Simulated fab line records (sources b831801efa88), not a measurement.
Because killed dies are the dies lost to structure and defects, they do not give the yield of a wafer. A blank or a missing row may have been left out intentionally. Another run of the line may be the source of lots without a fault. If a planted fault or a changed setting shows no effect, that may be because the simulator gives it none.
Which tool did it? | flow gf180mcu | 12 lots, 36 wafers sampled, at 6 steps of a route of 602

== WHAT THE GAUGES SHOWED, per wafer ==
GF_HV_LDD_TW_MEAS_38. Usual: HV_LDD_3_TW 1442, standard deviation 22.
lot  | measured     | on            | HV_LDD_3_TW    | flag
L508 | day 11 20:55 | film metro-04 | 1440 1441 1437 |
L511 | day 12 14:40 | film metro-03 | 1465 1472 1470 |
L513 | day 13 14:56 | film metro-03 | 1465 1459 1466 |
L520 | day 16 04:37 | film metro-04 | 1465 1455 1453 |
L521 | day 16 14:50 | film metro-04 | 1453 1453 1467 |
L522 | day 16 19:24 | film metro-01 | 1412 1423 1419 |
L523 | day 17 00:24 | film metro-03 | 1462 1464 1460 |
L525 | day 17 16:43 | film metro-01 | 1408 1413 1422 |
L526 | day 17 21:56 | film metro-03 | 1467 1466 1468 |
L527 | day 18 06:43 | film metro-04 | 1444 1441 1445 |
L529 | day 18 14:06 | film metro-01 | 1414 1415 1405 |
L530 | day 19 01:00 | film metro-01 | 1419 1406 1411 |

GF_HV_LDD_THK_MEAS_55. Usual: HV_LDD_CVD_54_THK 9.96 nm, standard deviation 0.11.
lot  | measured     | on            | HV_LDD_CVD_54_THK (nm) | flag
L508 | day 12 18:24 | film metro-01 | 10.05 9.81 9.97        |
L511 | day 13 12:51 | film metro-04 | 9.92 9.92 10.09        |
L513 | day 14 13:12 | film metro-04 | 9.79 9.81 9.76         |
L520 | day 17 03:46 | film metro-01 | 9.99 10.13 10.01       |
L521 | day 17 14:50 | film metro-03 | 10.06 9.90 9.93        |
L522 | day 17 20:05 | film metro-04 | 9.86 9.90 9.79         |
L523 | day 18 00:37 | film metro-03 | 9.94 10.11 10.08       |
L525 | day 18 18:05 | film metro-03 | 9.98 9.92 9.92         |
L526 | day 18 23:36 | film metro-01 | 10.12 9.92 10.08       |
L527 | day 19 08:05 | film metro-03 | 9.94 9.94 9.91         |
L529 | day 19 15:58 | film metro-04 | 10.00 10.06 10.00      |
L530 | day 20 02:37 | film metro-03 | 9.84 9.88 10.01        |

GF_HV_LDD_THK_MEAS_57. Usual: HV_LDD_CVD_56_THK 90.0 nm, standard deviation 0.75.
lot  | measured     | on            | HV_LDD_CVD_56_THK (nm)        | flag
L508 | day 12 19:53 | film metro-01 | 88.8 88.8 89.4                |
L511 | day 13 14:20 | film metro-01 | 85.5 84.3 84.4 85.4 84.3 84.4 | OFF
L513 | day 14 14:41 | film metro-04 | 88.7 88.8 88.8                |
L520 | day 17 05:15 | film metro-01 | 91.5 91.0 91.1                |
L521 | day 17 16:19 | film metro-03 | 90.3 90.5 91.4                |
L522 | day 17 21:34 | film metro-01 | 89.6 89.4 89.8                |
L523 | day 18 02:07 | film metro-04 | 90.6 89.8 90.0                |
L525 | day 18 19:34 | film metro-03 | 89.3 90.2 89.0                |
L526 | day 19 01:05 | film metro-03 | 89.8 90.0 89.6                |
L527 | day 19 09:35 | film metro-03 | 90.1 90.8 90.5                |
L529 | day 19 17:28 | film metro-03 | 89.6 89.6 89.8                |
L530 | day 20 04:13 | film metro-03 | 89.6 89.3 89.7                |

GF_NSD_TW_MEAS_12. Usual: NSD_TW 4249, standard deviation 48.
lot  | measured     | on            | NSD_TW         | flag
L508 | day 13 16:50 | film metro-02 | 4306 4317 4295 |
L511 | day 14 11:19 | film metro-01 | 4187 4170 4201 |
L513 | day 15 12:56 | film metro-04 | 4293 4273 4274 |
L520 | day 18 04:41 | film metro-01 | 4171 4154 4157 |
L521 | day 18 16:16 | film metro-02 | 4244 4259 4245 |
L522 | day 18 21:23 | film metro-04 | 4262 4255 4248 |
L523 | day 19 02:01 | film metro-04 | 4297 4270 4270 |
L525 | day 19 20:38 | film metro-02 | 4241 4213 4226 |
L526 | day 20 01:30 | film metro-02 | 4298 4285 4283 |
L527 | day 20 10:29 | film metro-02 | 4288 4283 4272 |
L529 | day 20 17:33 | film metro-02 | 4294 4295 4313 |
L530 | day 21 04:37 | film metro-01 | 4176 4180 4166 |

== WHICH TOOL RAN EACH LOT (tool, then ch and the chambers of the sampled wafers, then the start) ==
lot  | GF_HV_LDD_CVD_56            | GF_HV_LDD_ETCHBACK_58
L508 | lpcvd-01 ch 1, day 12 18:28 | rie diel-04 ch 1,2,3, day 12 19:56
L511 | lpcvd-02 ch 0, day 13 12:54 | rie diel-01 ch 1,2,3, day 13 23:01
L513 | lpcvd-01 ch 0, day 14 13:15 | rie diel-01 ch 0,1, day 14 14:44
L520 | lpcvd-02 ch 1, day 17 03:49 | rie diel-01 ch 0,1,2, day 17 05:18
L521 | lpcvd-02 ch 0, day 17 14:53 | rie diel-03 ch 0,3, day 17 16:22
L522 | lpcvd-01 ch 0, day 17 20:08 | rie diel-01 ch 1,2, day 17 21:37
L523 | lpcvd-02 ch 1, day 18 00:41 | rie diel-03 ch 1,3, day 18 02:10
L525 | lpcvd-01 ch 0, day 18 18:08 | rie diel-01 ch 1,2,3, day 18 19:37
L526 | lpcvd-02 ch 0, day 18 23:38 | rie diel-01 ch 1,2, day 19 01:07
L527 | lpcvd-01 ch 0, day 19 08:08 | rie diel-04 ch 0,1, day 19 09:38
L529 | lpcvd-02 ch 0, day 19 16:02 | rie diel-01 ch 0,1,3, day 19 17:31
L530 | lpcvd-02 ch 1, day 20 02:41 | rie diel-01 ch 0,1,3, day 20 04:17
- GF_HV_LDD_CVD_56: deposits Si3N4 from DCS/NH3, target thk 90 nm, time 1543 s.
- GF_HV_LDD_ETCHBACK_58: etches Si3N4 in CH3F/O2, stops on SiO2, time 100 s, target depth 90 nm.

== AS READ BY THE TOOLS THEMSELVES (means over the sampled wafers that have a number; for cases with no such wafer, the mark the record gives instead) ==
GF_HV_LDD_CVD_56. Usual: spike tc centre C 771.3 C, standard deviation 1; spike tc lower C 769.4 C, standard deviation 1.4; spike tc upper C 770.1 C, standard deviation 1.2; susceptor temp C 770.0 C, standard deviation 0.32; zone power upper pct 12.6 %, standard deviation 1.6.
lot  | tool     | spike tc centre C (C) | spike tc lower C (C) | spike tc upper C (C) | susceptor temp C (C) | zone power upper pct (%) | flag
L508 | lpcvd-01 | 770.9                 | 768.7                | 771.6                | 769.6                | 13.8                     |
L511 | lpcvd-02 | 768.2                 | 764.6                | 765.4                | 766.2                | 10.6                     | OFF
L513 | lpcvd-01 | 772.2                 | 768.6                | 770.2                | 770.2                | 13.7                     |
L520 | lpcvd-02 | 771.8                 | 771.3                | 769.8                | 770.1                | 14.4                     |
L521 | lpcvd-02 | 771.2                 | 769.1                | 769.4                | 769.8                | 10.7                     |
L522 | lpcvd-01 | 771.1                 | 768.8                | 769.7                | 769.9                | 13.6                     |
L523 | lpcvd-02 | 771.6                 | 770.7                | 769.6                | 770.5                | 14.4                     |
L525 | lpcvd-01 | 772.0                 | 768.7                | 769.8                | 770.1                | 13.7                     |
L526 | lpcvd-02 | 771.1                 | 769.3                | 769.9                | 770.3                | 10.8                     |
L527 | lpcvd-01 | 770.3                 | 768.4                | 770.6                | 769.7                | 13.7                     |
L529 | lpcvd-02 | 771.5                 | 769.6                | 769.4                | 770.0                | 10.7                     |
L530 | lpcvd-02 | 770.9                 | 769.4                | 769.4                | 770.3                | 14.5                     |

GF_HV_LDD_ETCHBACK_58. Usual: drypump motor current A 5.4 A, standard deviation 0.49; oes product au 0.843 a.u., standard deviation 0.0065; throttle valve pct 10.561 %, standard deviation 0.0084.
lot  | tool        | drypump motor current A (A) | oes product au (a.u.) | throttle valve pct (%) | flag
L508 | rie diel-04 | 5.7                         | 0.836                 | 10.557                 |
L511 | rie diel-01 | 4.9                         | 0.813                 | 10.557                 | OFF
L513 | rie diel-01 | 5.4                         | 0.838                 | 10.560                 |
L520 | rie diel-01 | 5.1                         | 0.851                 | 10.567                 |
L521 | rie diel-03 | 5.9                         | 0.849                 | 10.568                 |
L522 | rie diel-01 | 4.9                         | 0.841                 | 10.566                 |
L523 | rie diel-03 | 5.9                         | 0.836                 | 10.570                 |
L525 | rie diel-01 | 5.0                         | 0.843                 | 10.556                 |
L526 | rie diel-01 | 5.0                         | 0.839                 | 10.559                 |
L527 | rie diel-04 | 6.0                         | 0.843                 | 10.549                 |
L529 | rie diel-01 | 5.2                         | 0.840                 | 10.553                 |
L530 | rie diel-01 | 5.2                         | 0.843                 | 10.558                 |

== THE ANSWER, worked out from the rows above alone ==
Rule: take the mean of a lot's wafers that have a number; if it is more than 3 standard deviations from the usual mean, the lot is off. A lot without any number at a reading at which 4 lots or more have one is off too. All remaining lots with rows at the step are treated as sound. Order of review: gauges by route order, followed by the tools' own readings, for which a lot's mean as printed above is used. At the first step where some lot is off, the reading lying furthest off is the one used; lots without a number count as furthest.
Off: L511, seen at GF_HV_LDD_THK_MEAS_57 (HV_LDD_CVD_56_THK).
If a tool, at a process step before that reading, ran all the lots that are off and no sound lot after the first of them, it fits. The gauges at GF_HV_LDD_THK_MEAS_57 aren't tried: what is off there is off at GF_HV_LDD_CVD_56 too, on other tools, and a gauge's error can't cause that. No candidate that was tried fits.

== WHAT WAS PUT IN BY THE SIMULATOR ==
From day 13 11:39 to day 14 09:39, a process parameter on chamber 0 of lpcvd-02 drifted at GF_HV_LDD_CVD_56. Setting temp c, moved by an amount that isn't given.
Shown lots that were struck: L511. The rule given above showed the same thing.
